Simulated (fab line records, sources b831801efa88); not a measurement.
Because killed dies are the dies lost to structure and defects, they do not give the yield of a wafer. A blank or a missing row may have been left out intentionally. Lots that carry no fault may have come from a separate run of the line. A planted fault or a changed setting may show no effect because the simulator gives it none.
Which tool was responsible? ; flow gf180mcu ; 21 wafers from 7 lots sampled at 2 of the route's 602 steps

== WHAT EACH GAUGE READ, for each wafer ==
GF_V1_OVL_MEAS_15.
lot;measured;on;V1_OVL (nm)
L150;day 18 20:19;overlay-02;8 3 -5
L153;day 20 04:21;overlay-02;4 2 0
L157;day 21 12:19;overlay-01;2 -6 -3
L160;day 22 14:19;overlay-01;-5 -8 -4
L167;day 24 15:55;overlay-02;-12 -1 3
L170;day 25 08:43;overlay-02;-6 -6 0
L172;day 26 03:28;overlay-02;-7 10 2

== WHICH TOOL RAN EACH LOT (tool, then ch and the chambers of the sampled wafers, then the start) ==
lot;GF_HV_LDD_IMPLANT_36
L150;implanter-04 ch 0, day 12 02:29
L153;implanter-01 ch 0, day 13 05:56
L157;implanter-02 ch 0, day 14 09:17
L160;implanter-04 ch 0, day 15 08:04
L167;implanter-04 ch 0, day 17 08:39
L170;implanter-02 ch 0, day 18 07:59
L172;implanter-02 ch 0, day 18 23:54
- GF_HV_LDD_IMPLANT_36

== THE ANSWER, worked out from the rows above alone ==
Rule: the usual values come from the lots themselves. Put in order of their means at a reading, lots are off if they are a third of the lots or fewer, leave a main group of 4 or more, and stand apart from it by a gap of 3 or more times the standard deviation of the main group's means; of several such gaps the widest counts. The tables above print the reading to a certain number of digits; a main group whose means all agree to those digits is not used. Also off: a lot with no number at a reading for which 4 or more lots have one. All remaining lots with rows at the step are treated as sound.
No lot is off at any reading shown: from this, nothing can be told.

== WHAT THE SIMULATOR PUT IN ==
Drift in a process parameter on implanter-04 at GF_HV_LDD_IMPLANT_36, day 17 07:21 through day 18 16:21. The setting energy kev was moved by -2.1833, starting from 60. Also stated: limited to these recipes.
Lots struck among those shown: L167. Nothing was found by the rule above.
